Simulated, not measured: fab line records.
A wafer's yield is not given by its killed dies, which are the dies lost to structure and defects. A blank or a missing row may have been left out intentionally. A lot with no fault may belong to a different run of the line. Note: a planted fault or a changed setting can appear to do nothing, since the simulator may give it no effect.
fab line records	flow gf180mcu
record lots=5	wafers=23
route steps=602 shown STI@4 MVSD@74 VT_IMPLANT@98 POLY_GATE@157 HV_LDD@180
start-h: start of the lot's first displayed wafer, in hours after the record's first day	wait-h: hours since the lot's step before	" the same as in the row above	L1.1+2: one row covering several wafers at once	- no value present, or no start provided	* or withheld: withheld	< > ~ a bound
route shown NAME@n: a module of which the file shows steps, and the number in the route of the first	usual: mean/standard deviation taken from wafers without a fault	same: alike in all rows	chamber/n: place in a boat	sites: per-site readings	_std_site: standard deviation of those values	_edge_site: outer sites' mean less inner sites'	radius-mm: how far each site lies from the wafer's centre	mask NAME#n: copy n	behind: the most recent tool/chamber to have shaped the wafer	hold: cause of the lot's hold/its duration in hours/its outcome	device: the n, p or np transistor that did not switch	end of line: the same wafers' tests at the end of the route	step lacking rows: just its recipe	killed: not the wafer's yield, but the dies lost to structure and defects at the first sort	map: shows each die of a wafer: x if killed, . if not, _ if none is there
set.NAME: setting as actually run; set.NAME@STEP: the setting as run at that earlier step	model.NAME: the simulator's own value behind a step, which no gauge read
one table per step and one row per wafer, for lots whose settings were changed on purpose
## steps
# step GF_STI_CVD_03
# recipe material=Si3N4	precursor=DCS/NH3	target-thk-nm=207.16	temp-c=770	time-s=3551	pressure-mtorr=250
lot.wafer	tool	chamber	start-h	wait-h	set.time-s	model.Si3N4_of_STI_CVD_03.thk-nm
L077.4	lpcvd-02	0	26.93	0.0	3551	208.3
L077.5	"	0	"	"	3551	209.1
L077.6	"	0	"	"	3551	206.9
L080.1	-	-	-	0.1	3551	213.1
L080.2	"	-	"	"	3551	210.4
L080.3	"	-	"	"	3551	211.5
L080.4	"	-	"	"	3551	212.3
L080.6	"	-	"	"	3551	212.4
L081.1	-	-	-	0.1	3408	201.1
L081.2	"	-	"	"	3408	203
L081.3	"	-	"	"	3408	200.6
L081.5	"	-	"	"	3408	202.2
L081.6	"	-	"	"	3408	203.2
L083.1	-	-	-	0.1	3076	180.7
L083.2	"	-	"	"	3076	180.4
L083.3	"	-	"	"	3076	181.6
L083.4	"	-	"	"	3076	181.3
L083.5	"	-	"	"	3076	181.9
L084.1	-	-	-	0.1	3799	223.6
L084.2	"	-	"	"	3799	223.5
L084.3	"	-	"	"	3799	222.7
L084.4	"	-	"	"	3799	223.4
L084.5	"	-	"	"	3799	223.8
# step GF_STI_THK_MEAS_04
# recipe reads=Si3N4_of_STI_CVD_03
# usual STI_CVD_03_THK=208.4/2.5
lot.wafer	tool	chamber	start-h	wait-h	set.time-s@STI_CVD_03	STI_CVD_03_THK[nm]
L077.4	film-metro-02	-	28.94	0.0	3551	208.2
L077.5	"	-	"	"	3551	208.9
L077.6	"	-	"	"	3551	206.8
L080.1	film-metro-03	-	-	-	3551	213.2
L080.2	"	-	"	"	3551	210.4
L080.3	"	-	"	"	3551	211.7
L080.4	"	-	"	"	3551	212.3
L080.6	"	-	"	"	3551	212.4
L081.1	film-metro-04	-	-	-	3408	201.0
L081.2	"	-	"	"	3408	203.0
L081.3	"	-	"	"	3408	200.6
L081.5	"	-	"	"	3408	202.1
L081.6	"	-	"	"	3408	203.1
L083.1	film-metro-03	-	-	-	3076	180.6
L083.2	"	-	"	"	3076	180.3
L083.3	"	-	"	"	3076	181.6
L083.4	"	-	"	"	3076	181.3
L083.5	"	-	"	"	3076	181.8
L084.1	film-metro-02	-	-	-	3799	223.6
L084.2	"	-	"	"	3799	223.7
L084.3	"	-	"	"	3799	222.9
L084.4	"	-	"	"	3799	223.3
L084.5	"	-	"	"	3799	223.8
# step GF_STI_PEB_10
# recipe peb-temp-c=135	peb-time-s=90	resist=KrF
lot.wafer	tool	chamber	start-h	wait-h	set.peb-temp-c
L077.4+5+6	litho-track-02	0	-	-	135
L081.1+3+6	litho-track-03	0	-	-	131.7
L081.2+5	"	0	"	"	135
L080.1+3+6	litho-track-02	0	-	-	135
L080.2+4	"	0	"	"	131.5
L083.1+2+5	litho-track-02	0	-	-	135
L083.3+4	"	0	"	"	137.9
L084.1+2+5	litho-track-02	0	-	-	131.1
L084.3+4	"	0	"	"	135
# step GF_STI_DEVELOP_11
# recipe develop-time-s=60	dev-temp-c=21
# step GF_STI_CD_MEAS_12
# recipe target-cd-nm=220
# usual cd-nm=220.2/1.2
lot.wafer	tool	chamber	start-h	wait-h	set.peb-temp-c@STI_PEB_10	cd-nm
L077.4	cd-sem-01	-	39.93	0.1	135	219.0
L077.5	"	-	"	"	135	218.7
L077.6	"	-	"	"	135	218.8
L081.1	cd-sem-02	-	61.47	0.1	131.7	230.4
L081.2	"	-	"	"	135	218.5
L081.3	"	-	"	"	131.7	231.2
L081.5	"	-	"	"	135	220.5
L081.6	"	-	"	"	131.7	230.2
L080.1	cd-sem-01	-	61.87	0.1	135	220.8
L080.2	"	-	"	"	131.5	231.2
L080.3	"	-	"	"	135	221.9
L080.4	"	-	"	"	131.5	231.3
L080.6	"	-	"	"	135	221.8
L083.1	cd-sem-01	-	71.67	0.1	135	222.2
L083.2	"	-	"	"	135	219.4
L083.3	"	-	"	"	137.9	215.0
L083.4	"	-	"	"	137.9	212.8
L083.5	"	-	"	"	135	220.5
L084.1	cd-sem-01	-	81.22	0.1	131.1	233.0
L084.2	"	-	"	"	131.1	234.1
L084.3	"	-	"	"	135	219.5
L084.4	"	-	"	"	135	220.1
L084.5	"	-	"	"	131.1	232.7
# step GF_STI_ETCH_13
# recipe chemistry=CHF3/O2	stop-on=Si	over-etch-frac=0.3	target-depth-a=2823.1	source-w=600	bias-w=200	pressure-mtorr=40	chf3-flow-sccm=50	O2_flow_sccm=5	time-s=112.9
# usual oes-product-au=0.835/0.0068
lot.wafer	tool	chamber	start-h	wait-h	set.time-s@STI_CVD_03	set.peb-temp-c@STI_PEB_10	oes-product-au	model.STI.cd-nm	model.etch.depth-nm
L077.4	rie-diel-02	3	39.99	0.0	3551	135	0.832	219	208.3
L077.5	"	0	"	"	3551	135	0.836	218.5	209.1
L077.6	"	1	"	"	3551	135	0.824	218.8	206.9
L081.1	rie-diel-02	2	61.59	0.1	3408	131.7	0.814	230.2	201.1
L081.2	"	0	"	"	3408	135	0.825	218.5	203
L081.3	"	3	"	"	3408	131.7	0.819	231.5	200.6
L081.5	"	2	"	"	3408	135	0.818	219.8	-
L081.6	"	1	"	"	3408	131.7	0.814	230.3	203.2
L080.1	rie-diel-01	0	61.99	0.1	3551	135	0.853	220.1	-
L080.2	"	3	"	"	3551	131.5	0.838	231.3	-
L080.3	"	2	"	"	3551	135	0.832	222.1	211.5
L080.4	"	1	"	"	3551	131.5	0.842	231.5	212.3
L080.6	"	3	"	"	3551	135	0.841	221.8	212.4
L083.1	rie-diel-01	1	71.79	0.1	3076	135	0.767	222.1	-
L083.2	"	3	"	"	3076	135	0.771	219.5	-
L083.3	"	0	"	"	3076	137.9	0.771	214.1	-
L083.4	"	2	"	"	3076	137.9	0.772	212.9	-
L083.5	"	0	"	"	3076	135	0.778	219.5	-
L084.1	rie-diel-04	2	81.34	0.1	3799	131.1	0.862	232.9	-
L084.2	"	3	"	"	3799	131.1	0.872	233.4	-
L084.3	"	0	"	"	3799	135	0.868	219.3	-
L084.4	"	1	"	"	3799	135	0.874	220.1	-
L084.5	"	1	"	"	3799	131.1	0.869	232.7	223.8
# step GF_STI_ETCH_14
# recipe target=Si	chemistry=HBr/Cl2/O2	target-depth-nm=360	icp-w=600	bias-w=150	pressure-mtorr=15	HBr_flow_sccm=150	Cl2_flow_sccm=40	O2_flow_sccm=6	time-s=102.9
lot.wafer	tool	chamber	start-h	wait-h	set.peb-temp-c@STI_PEB_10	model.STI.cd-nm
L077.4	rie-si-02	0	40.07	0.0	135	218.7
L077.5	"	1	"	"	135	220.6
L077.6	"	2	"	"	135	219.9
L081.1	rie-si-02	3	61.67	0.0	131.7	224.8
L081.2	"	2	"	"	135	215.2
L081.3	"	1	"	"	131.7	229.4
L081.5	"	2	"	"	135	218.4
L081.6	"	3	"	"	131.7	224.7
L080.1	rie-si-01	2	62.07	0.0	135	216.6
L080.2	"	1	"	"	131.5	232
L080.3	"	0	"	"	135	224.6
L080.4	"	2	"	"	131.5	229.2
L080.6	"	1	"	"	135	221.5
L083.1	rie-si-01	0	71.87	0.0	135	224.7
L083.2	"	2	"	"	135	217.4
L083.3	"	1	"	"	137.9	214
L083.4	"	1	"	"	137.9	213.4
L083.5	"	2	"	"	135	216.3
L084.1	rie-si-01	1	81.42	0.0	131.1	232.4
L084.2	"	2	"	"	131.1	228.6
L084.3	"	0	"	"	135	219.7
L084.4	"	2	"	"	135	215.2
L084.5	"	0	"	"	131.1	232.9
# step GF_MVSD_IMPLANT_08
# recipe species=P	energy-kev=400	dose-cm2=1.6e+13	tilt-deg=0
lot.wafer	tool	chamber	start-h	wait-h	set.energy-kev	model.implant.rp-nm	model.implant.drp-nm
L077.4+5+6	implanter-01	0	104.93	0.1	400	481.3	116.9
L081.1+6	implanter-03	0	128.90	0.0	400	498.1	116.9
L081.2+3+5	"	0	"	"	381.5	477.4	113.9
L080.1+2+3	implanter-01	0	129.25	0.0	376.3	480	113.1
L080.4+6	"	0	"	"	400	507	116.9
L083.1+3+4	implanter-01	0	138.32	0.0	400	494.7	116.9
L083.2+5	"	0	"	"	432.9	531.3	121.6
L084.1+2	implanter-02	0	144.32	0.0	423.6	504.2	120.3
L084.3+4+5	"	0	"	"	400	478.8	116.9
# step GF_VT_IMPLANT_IMPLANT_08
# recipe species=BF2	energy-kev=20	dose-cm2=8.29e+12	tilt-deg=7
lot.wafer	tool	chamber	start-h	wait-h	set.dose-cm2
L077.4+5+6	implanter-01	0	134.39	0.1	8.29e+12
L081.1+3	implanter-02	0	159.92	0.0	8.29e+12
L081.2+5+6	"	0	"	"	9.653e+12
L080.1+6	implanter-02	0	160.26	0.0	8.29e+12
L080.2+3+4	"	0	"	"	9.518e+12
L083.1+5	implanter-01	0	169.51	0.0	8.788e+12
L083.2+3+4	"	0	"	"	8.29e+12
L084.1+2+5	implanter-04	0	177.17	0.0	8.29e+12
L084.3+4	"	0	"	"	8.733e+12
# step GF_VT_IMPLANT_STRIP_09
# recipe chemistry=O2/N2	power-w=1400	pressure-mtorr=1500	platen-temp-c=250	o2-flow-sccm=3000	n2-flow-sccm=300	overash-fraction=0.5
# step GF_VT_IMPLANT_TW_MEAS_10
# usual VT_IMPLANT_TW=562/5.2
lot.wafer	tool	chamber	start-h	wait-h	set.dose-cm2@VT_IMPLANT_IMPLANT_08	VT_IMPLANT_TW
L077.4	film-metro-01	-	134.60	0.1	8.29e+12	558
L077.5	"	-	"	"	8.29e+12	560
L077.6	"	-	"	"	8.29e+12	560
L081.1	film-metro-02	-	160.17	0.1	8.29e+12	560
L081.2	"	-	"	"	9.653e+12	584
L081.3	"	-	"	"	8.29e+12	563
L081.5	"	-	"	"	9.653e+12	587
L081.6	"	-	"	"	9.653e+12	587
L080.1	film-metro-04	-	160.51	0.1	8.29e+12	569
L080.2	"	-	"	"	9.518e+12	595
L080.3	"	-	"	"	9.518e+12	593
L080.4	"	-	"	"	9.518e+12	593
L080.6	"	-	"	"	8.29e+12	569
L083.1	film-metro-01	-	169.76	0.1	8.788e+12	572
L083.2	"	-	"	"	8.29e+12	559
L083.3	"	-	"	"	8.29e+12	562
L083.4	"	-	"	"	8.29e+12	562
L083.5	"	-	"	"	8.788e+12	569
L084.1	film-metro-01	-	177.42	0.1	8.29e+12	556
L084.2	"	-	"	"	8.29e+12	558
L084.3	"	-	"	"	8.733e+12	566
L084.4	"	-	"	"	8.733e+12	569
L084.5	"	-	"	"	8.29e+12	559
# step GF_VT_IMPLANT_IMPLANT_30
# recipe species=B	energy-kev=25	dose-cm2=2.534e+12	tilt-deg=7
lot.wafer	tool	chamber	start-h	wait-h	set.energy-kev	model.implant.rp-nm	model.implant.drp-nm
L077.4+5+6	implanter-02	0	165.28	0.1	25	83.6	35.62
L081.1+5+6	implanter-01	0	192.15	0.0	26.01	85.99	37.3
L081.2+3	"	0	"	"	25	82.7	35.62
L080.1+2+6	implanter-04	0	193.67	0.0	25	84.09	35.62
L080.3+4	"	0	"	"	25.67	86.31	36.74
L083.1+2+5	implanter-04	0	202.97	0.0	26.76	84.82	38.52
L083.3+4	"	0	"	"	25	79.33	35.62
L084.1+2+3	implanter-04	0	210.72	0.0	25	80.5	35.62
L084.4+5	"	0	"	"	26.06	83.87	37.39
# step GF_POLY_GATE_CVD_00
# recipe material=poly-Si	target-thk-nm=200	temp-c=620	time-s=1200	pressure-mtorr=200
lot.wafer	tool	chamber	start-h	wait-h	set.temp-c	model.poly-Si_of_POLY_GATE_CVD_00.thk-nm
L077.4	lpcvd-01	1	204.20	0.0	620	202.6
L077.5	"	1	"	"	620	204.2
L077.6	"	1	"	"	620	204.1
L081.1	-	-	-	0.0	628.9	246.3
L081.2	"	-	"	"	628.9	245.8
L081.3	"	-	"	"	628.9	247.6
L081.5	"	-	"	"	628.9	248.1
L081.6	"	-	"	"	628.9	246.2
L080.1	-	-	-	0.0	603.9	134.9
L080.2	"	-	"	"	603.9	135.2
L080.3+6	"	-	"	"	603.9	134.4
L080.4	"	-	"	"	603.9	135.4
L083.1	-	-	-	0.5	635.5	284.8
L083.2+5	"	-	"	"	635.5	285
L083.3	"	-	"	"	635.5	286.2
L083.4	"	-	"	"	635.5	283.6
L084.1	-	-	-	0.0	606.8	145.2
L084.2	"	-	"	"	606.8	144.6
L084.3	"	-	"	"	606.8	143.1
L084.4+5	"	-	"	"	606.8	146.3
# step GF_POLY_GATE_THK_MEAS_01
# recipe reads=poly-Si_of_POLY_GATE_CVD_00
# usual POLY_GATE_CVD_00_THK=199.6/2.2
lot.wafer	tool	chamber	start-h	wait-h	set.temp-c@POLY_GATE_CVD_00	POLY_GATE_CVD_00_THK[nm]
L077.4	film-metro-04	-	205.56	0.0	620	202.7
L077.5	"	-	"	"	620	204.2
L077.6	"	-	"	"	620	204.0
L081.1	film-metro-01	-	-	-	628.9	246.2
L081.2	"	-	"	"	628.9	246.0
L081.3	"	-	"	"	628.9	247.5
L081.5	"	-	"	"	628.9	248.1
L081.6	"	-	"	"	628.9	246.2
L080.1	film-metro-01	-	-	-	603.9	134.8
L080.2	"	-	"	"	603.9	135.2
L080.3	"	-	"	"	603.9	134.5
L080.4	"	-	"	"	603.9	135.4
L080.6	"	-	"	"	603.9	134.5
L083.1	film-metro-01	-	-	-	635.5	284.7
L083.2	"	-	"	"	635.5	284.8
L083.3	"	-	"	"	635.5	286.3
L083.4	"	-	"	"	635.5	283.6
L083.5	"	-	"	"	635.5	285.0
L084.1	film-metro-03	-	-	-	606.8	145.2
L084.2	"	-	"	"	606.8	144.6
L084.3	"	-	"	"	606.8	143.1
L084.4	"	-	"	"	606.8	146.3
L084.5	"	-	"	"	606.8	146.3
# step GF_POLY_GATE_EXPOSE_07
# recipe mask-id=Poly2	target-cd-nm=280	na=0.68	source-shape=conventional	sigma-outer=0.6	dose-mj=28
lot.wafer	tool	chamber	start-h	wait-h	mask	set.dose-mj
L077.4+5+6	krf-scanner-02	0	-	-	Poly2#0	28
L081.1+3+5	krf-scanner-02	0	-	-	Poly2#0	28.72
L081.2+6	"	0	"	"	Poly2#0	28
L080.1+2+3	krf-scanner-01	0	-	-	Poly2#0	29.32
L080.4+6	"	0	"	"	Poly2#0	28
L083.1+3+4	krf-scanner-01	0	-	-	Poly2#0	28
L083.2+5	"	0	"	"	Poly2#0	29.31
L084.1+3+4	krf-scanner-01	0	-	-	Poly2#0	27.33
L084.2+5	"	0	"	"	Poly2#0	28
# step GF_POLY_GATE_PEB_08
# recipe peb-temp-c=135	peb-time-s=90	resist=KrF
# step GF_POLY_GATE_DEVELOP_09
# recipe develop-time-s=60	resist=KrF	dev-temp-c=21
# step GF_POLY_GATE_CD_MEAS_10
# recipe target-cd-nm=280
# usual cd-nm=280.4/1.4
lot.wafer	tool	chamber	start-h	wait-h	set.dose-mj@POLY_GATE_EXPOSE_07	cd-nm
L077.4	cd-sem-01	-	223.39	0.1	28	277.1
L077.5	"	-	"	"	28	279.7
L077.6	"	-	"	"	28	280.4
L081.1	cd-sem-02	-	250.12	0.1	28.72	276.5
L081.2	"	-	"	"	28	280.9
L081.3	"	-	"	"	28.72	277.2
L081.5	"	-	"	"	28.72	276.3
L081.6	"	-	"	"	28	280.0
L080.1	cd-sem-01	-	253.43	0.1	29.32	271.1
L080.2	"	-	"	"	29.32	270.5
L080.3	"	-	"	"	29.32	271.0
L080.4	"	-	"	"	28	278.6
L080.6	"	-	"	"	28	279.0
L083.1	cd-sem-01	-	264.88	0.1	28	279.0
L083.2	"	-	"	"	29.31	272.1
L083.3	"	-	"	"	28	279.6
L083.4	"	-	"	"	28	278.6
L083.5	"	-	"	"	29.31	271.7
L084.1	cd-sem-01	-	271.32	0.1	27.33	283.7
L084.2	"	-	"	"	28	280.4
L084.3	"	-	"	"	27.33	285.0
L084.4	"	-	"	"	27.33	284.7
L084.5	"	-	"	"	28	280.0
# step GF_POLY_GATE_ETCH_12
# recipe chemistry=N2/H2	target-depth-a=withheld	overetch-a=withheld	time-s=withheld	target=BARC	ion-energy-ev=200	source-w=500	bias-w=100	pressure-mtorr=30	n2-flow-sccm=100	h2-flow-sccm=200
lot.wafer	tool	chamber	start-h	wait-h	set.dose-mj@POLY_GATE_EXPOSE_07	model.POLY_GATE.cd-nm
L077.4	rie-diel-02	1	223.49	0.0	28	277.6
L077.5	"	3	"	"	28	279.4
L077.6	"	2	"	"	28	279.7
L081.1	rie-diel-04	3	250.27	0.0	28.72	276.1
L081.2	"	1	"	"	28	280.1
L081.3	"	2	"	"	28.72	276.4
L081.5	"	0	"	"	28.72	275.9
L081.6	"	1	"	"	28	279.6
L080.1	rie-diel-02	2	253.59	0.0	29.32	268.4
L080.2	"	0	"	"	29.32	269.6
L080.3	"	1	"	"	29.32	270.5
L080.4	"	1	"	"	28	277.8
L080.6	"	0	"	"	28	278.4
L083.1	rie-diel-02	2	265.04	0.0	28	278.3
L083.2	"	1	"	"	29.31	272.5
L083.3	"	3	"	"	28	280.3
L083.4	"	0	"	"	28	278.2
L083.5	"	3	"	"	29.31	272.1
L084.1	rie-diel-03	0	271.48	0.0	27.33	283.7
L084.2	"	3	"	"	28	280.2
L084.3	"	1	"	"	27.33	285.9
L084.4	"	2	"	"	27.33	284.9
L084.5	"	2	"	"	28	279.3
# step GF_POLY_GATE_ETCH_13
# recipe target=poly-Si	target-depth-nm=198.5	stop-on=SiO2	over-etch-frac=0.403	chemistry=HBr/Cl2	icp-w=400	bias-w=100	pressure-mtorr=10	HBr_flow_sccm=150	Cl2_flow_sccm=50	time-s=69.6
# step GF_POLY_GATE_STRIP_14
# recipe chemistry=O2/N2	power-w=1400	pressure-mtorr=1500	platen-temp-c=250	o2-flow-sccm=3000	n2-flow-sccm=300	overash-fraction=0.5
# step GF_POLY_GATE_OXIDATION_16
# recipe temp-c=850	ambient=O2	stabilise-s=600	purge-s=300	target-thk-a=40	ox-time-s=899
# step GF_POLY_GATE_CD_MEAS_18
# usual cd-nm=280.5/2.2
lot.wafer	tool	chamber	start-h	wait-h	set.dose-mj@POLY_GATE_EXPOSE_07	cd-nm
L077.4	cd-sem-01	-	225.14	0.1	28	276.9
L077.5	"	-	"	"	28	279.7
L077.6	"	-	"	"	28	279.3
L081.1	cd-sem-02	-	252.83	0.1	28.72	275.5
L081.2	"	-	"	"	28	280.2
L081.3	"	-	"	"	28.72	276.9
L081.5	"	-	"	"	28.72	276.1
L081.6	"	-	"	"	28	280.8
L080.1	cd-sem-01	-	257.39	0.1	29.32	269.0
L080.2	"	-	"	"	29.32	269.0
L080.3	"	-	"	"	29.32	271.9
L080.4	"	-	"	"	28	278.2
L080.6	"	-	"	"	28	276.8
L083.1	cd-sem-02	-	266.85	0.1	28	277.6
L083.2	"	-	"	"	29.31	271.7
L083.3	"	-	"	"	28	279.9
L083.4	"	-	"	"	28	276.8
L083.5	"	-	"	"	29.31	271.3
L084.1	cd-sem-01	-	273.68	0.1	27.33	283.3
L084.2	"	-	"	"	28	279.3
L084.3	"	-	"	"	27.33	286.6
L084.4	"	-	"	"	27.33	284.7
L084.5	"	-	"	"	28	279.4
# step GF_HV_LDD_EXPOSE_04
# recipe mask-id=Nplus_LV_AREA	target-cd-nm=400	na=0.6	source-shape=conventional	sigma-outer=0.6	dose-mj=140
lot.wafer	tool	chamber	start-h	wait-h	mask	set.dose-mj
L077.4+5+6	iline-stepper-02	0	-	-	Nplus_LV_AREA#0	140
L081.1+3+6	iline-stepper-01	0	-	-	Nplus_LV_AREA#0	140
L081.2+5	"	0	"	"	Nplus_LV_AREA#0	145.5
L080.1+2+3+4+6	iline-stepper-02	0	-	-	Nplus_LV_AREA#0	140
L083.1+4+5	iline-stepper-01	0	-	-	Nplus_LV_AREA#0	140
L083.2+3	"	0	"	"	Nplus_LV_AREA#0	134.9
L084.1+2+3+4+5	iline-stepper-01	0	-	-	Nplus_LV_AREA#0	140
# step GF_HV_LDD_PEB_05
# recipe temp-c=withheld	time-s=*	resist=NOVOLAK
# step GF_HV_LDD_DEVELOP_06
# recipe develop-time-s=60	dev-temp-c=23
# step GF_HV_LDD_CD_MEAS_07
# recipe target-cd-nm=400
# usual cd-nm=399.0/2
lot.wafer	tool	chamber	start-h	wait-h	set.dose-mj@HV_LDD_EXPOSE_04	cd-nm
L077.4	cd-sem-02	-	243.32	0.1	140	400.3
L077.5	"	-	"	"	140	398.8
L077.6	"	-	"	"	140	400.4
L081.1	cd-sem-02	-	271.72	0.1	140	400.4
L081.2	"	-	"	"	145.5	414.0
L081.3	"	-	"	"	140	400.3
L081.5	"	-	"	"	145.5	412.7
L081.6	"	-	"	"	140	402.5
L080.1	cd-sem-01	-	275.92	0.1	140	398.4
L080.2	"	-	"	"	140	397.0
L080.3	"	-	"	"	140	397.3
L080.4	"	-	"	"	140	395.8
L080.6	"	-	"	"	140	399.3
L083.1	cd-sem-02	-	286.37	0.1	140	399.1
L083.2	"	-	"	"	134.9	387.5
L083.3	"	-	"	"	134.9	389.3
L083.4	"	-	"	"	140	397.9
L083.5	"	-	"	"	140	399.3
L084.1	cd-sem-02	-	292.72	0.1	140	401.2
L084.2	"	-	"	"	140	400.7
L084.3	"	-	"	"	140	399.0
L084.4	"	-	"	"	140	401.1
L084.5	"	-	"	"	140	400.6
# step GF_HV_LDD_COAT_41
# recipe resist=NOVOLAK	spin-rpm=3000	resist-thk-nm=1000
lot.wafer	tool	chamber	start-h	wait-h	set.spin-rpm	model.NOVOLAK_of_HV_LDD_COAT_41.thk-nm
L077.4+5	litho-track-03	0	291.99	0.1	3000	1005
L077.6	"	0	"	"	3000	1007
L081.1	litho-track-02	0	321.87	0.1	3000	997.2
L081.2	"	0	"	"	3145	971.7
L081.3	"	0	"	"	3000	998.7
L081.5	"	0	"	"	3000	994.7
L081.6	"	0	"	"	3145	969.9
L080.1	litho-track-02	0	327.32	0.1	3000	998.5
L080.2	"	0	"	"	3000	997
L080.3	"	0	"	"	3000	996.8
L080.4	"	0	"	"	3000	1000
L080.6	"	0	"	"	3000	998.4
L083.1	litho-track-02	0	338.12	0.1	3000	997.2
L083.2	"	0	"	"	3134	975.8
L083.3	"	0	"	"	3134	976.1
L083.4	"	0	"	"	3134	975
L083.5	"	0	"	"	3000	995.1
L084.1+4	litho-track-03	0	344.86	0.1	3000	1002
L084.2	"	0	"	"	3000	1000
L084.3	"	0	"	"	3000	999.2
L084.5	"	0	"	"	3000	1001
## key
split step=GF_STI_CVD_03	setting=time-s	stated=3551	by=lot
response step=GF_STI_CVD_03	reading=model.Si3N4_of_STI_CVD_03.thk-nm	change=+2.09	per=1%	r=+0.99
response step=GF_STI_THK_MEAS_04	reading=STI_CVD_03_THK	change=+2.09	per=1%	r=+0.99
response step=GF_STI_ETCH_13	reading=oes-product-au	change=+0.00479	per=1%	r=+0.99
response step=GF_STI_ETCH_13	reading=model.etch.depth-nm	change=+1.99	per=1%	r=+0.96
split step=GF_STI_PEB_10	setting=peb-temp-c	stated=135	by=wafer
response step=GF_STI_CD_MEAS_12	reading=cd-nm	change=-4.13	per=1%	r=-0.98
response step=GF_STI_ETCH_13	reading=model.STI.cd-nm	change=-4.17	per=1%	r=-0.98
response step=GF_STI_ETCH_14	reading=model.STI.cd-nm	change=-3.93	per=1%	r=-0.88
split step=GF_MVSD_IMPLANT_08	setting=energy-kev	stated=400	by=wafer
response step=GF_MVSD_IMPLANT_08	reading=model.implant.rp-nm	change=+4.45	per=1%	r=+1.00
response step=GF_MVSD_IMPLANT_08	reading=model.implant.drp-nm	change=+0.596	per=1%	r=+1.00
split step=GF_VT_IMPLANT_IMPLANT_08	setting=dose-cm2	stated=8.29e+12	by=wafer
response step=GF_VT_IMPLANT_TW_MEAS_10	reading=VT_IMPLANT_TW	change=+1.59	per=1%	r=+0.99
split step=GF_VT_IMPLANT_IMPLANT_30	setting=energy-kev	stated=25	by=wafer
response step=GF_VT_IMPLANT_IMPLANT_30	reading=model.implant.rp-nm	change=+0.793	per=1%	r=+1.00
response step=GF_VT_IMPLANT_IMPLANT_30	reading=model.implant.drp-nm	change=+0.413	per=1%	r=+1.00
split step=GF_POLY_GATE_CVD_00	setting=temp-c	stated=620	by=lot
response step=GF_POLY_GATE_CVD_00	reading=model.poly-Si_of_POLY_GATE_CVD_00.thk-nm	change=+29.2	per=1%	r=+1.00
response step=GF_POLY_GATE_THK_MEAS_01	reading=POLY_GATE_CVD_00_THK	change=+29.2	per=1%	r=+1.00
split step=GF_POLY_GATE_EXPOSE_07	setting=dose-mj	stated=28	by=wafer
response step=GF_POLY_GATE_CD_MEAS_10	reading=cd-nm	change=-1.62	per=1%	r=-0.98
response step=GF_POLY_GATE_ETCH_12	reading=model.POLY_GATE.cd-nm	change=-1.65	per=1%	r=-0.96
response step=GF_POLY_GATE_CD_MEAS_18	reading=cd-nm	change=-1.61	per=1%	r=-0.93
split step=GF_HV_LDD_EXPOSE_04	setting=dose-mj	stated=140	by=wafer
response step=GF_HV_LDD_CD_MEAS_07	reading=cd-nm	change=+3	per=1%	r=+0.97
split step=GF_HV_LDD_COAT_41	setting=spin-rpm	stated=3000	by=wafer
response step=GF_HV_LDD_COAT_41	reading=model.NOVOLAK_of_HV_LDD_COAT_41.thk-nm	change=-5.02	per=1%	r=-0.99
